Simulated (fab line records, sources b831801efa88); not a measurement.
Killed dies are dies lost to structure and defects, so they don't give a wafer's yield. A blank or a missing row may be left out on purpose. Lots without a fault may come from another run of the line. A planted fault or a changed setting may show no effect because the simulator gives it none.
One fault seen from 2 desks | flow sky130 | each desk has only its own numbers; what lay behind them comes last

THE METROLOGY DESK
What the gauges read, lot by lot, whatever tool the lot ran on: means of the sampled wafers that have a number. A lot is out of limits, marked OUT, if its mean lies more than 4 standard deviations from the usual mean; the brackets give that distance.
Columns: A = FIELD_ISO_CVD_24_THK at SKY_FIELD_ISO_THK_MEAS_25, usual 595 nm; B = PWDE_TW at SKY_PWDE_TW_MEAS_10, usual 373.0; C = NWELL_00_OVL at SKY_NWELL_OVL_MEAS_10, usual 0.4 nm
lot  | first seen here | A   | B     | C
L600 | day 2 23:28     | 588 | 374.6 | 1.8
L599 | day 2 23:31     | 589 | 378.0 | 2.2
L602 | day 2 23:34     | 593 | 373.4 | 1.8
L603 | day 3 09:14     | 588 | 372.6 | 1.1
L607 | day 4 04:42     | 597 | 368.7 | 2.1
L609 | day 4 11:08     | 591 | 374.9 | -0.9
L608 | day 4 11:49     | 590 | 374.4 | 1.9
L612 | day 5 02:25     | 599 | 370.7 | -0.6
L613 | day 5 08:55     | 601 | 370.0 | 0.6
L614 | day 5 13:19     | 594 | 371.8 | -2.8
L618 | day 6 12:00     | 593 | 373.0 | -0.0
L619 | day 6 17:35     | 599 | 373.9 | 3.0
L620 | day 7 00:21     | 593 | 373.1 | 1.4
L621 | day 7 06:31     | 595 | 370.6 | -1.4
This desk's finding: nothing out of limits on any of the 14 lots.

THE TOOL OWNER'S DESK: litho_track-02
The tool's own readings at SKY_POLY_GATE_DEVELOP_12 (develop time 60 s): means of the sampled wafers that have a number, for each lot that ran on this tool. A lot is out of limits, marked OUT, if its mean lies more than 4 standard deviations from the usual mean; the brackets give that distance.
Columns: A = developer_temp_C at SKY_POLY_GATE_DEVELOP_12, usual 21.03 C; B = exhaust_pa at SKY_POLY_GATE_DEVELOP_12, usual 44.9 Pa
lot  | first seen here | A                | B
L599 | day 17 08:00    | 21.10            | 43.8
L612 | day 20 23:00    | 20.99            | 44.8
L613 | day 21 14:00    | 20.95            | 45.4
L614 | day 21 21:00    | 21.01            | 45.1
L618 | day 23 15:00    | 21.67 (+6.5) OUT | 44.1
L619 | day 23 19:00    | 21.64 (+6.2) OUT | 44.5
This desk's finding: out of limits on L618, L619; first on L618, day 23 15:00 (developer_temp_C at SKY_POLY_GATE_DEVELOP_12). In limits: L599, L612, L613, L614.

PUT TOGETHER
The tool owner's desk could have raised an alarm at day 23 15:00, on L618, L619.
The metrology desk saw nothing out of limits.
The metrology desk has L618, L619 on record, within its limits.
Of the lots named, all ran SKY_POLY_GATE_DEVELOP_12 on litho_track-02.

WHAT THE SIMULATOR HAD PUT IN
Process parameter drift: litho_track-02, from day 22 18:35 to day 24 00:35, at SKY_POLY_GATE_DEVELOP_12. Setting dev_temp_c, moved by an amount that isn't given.
Lots struck among those shown: L618, L619.
Hours from the fault's start to each desk's first reading out of limits: the tool owner's desk, 20.
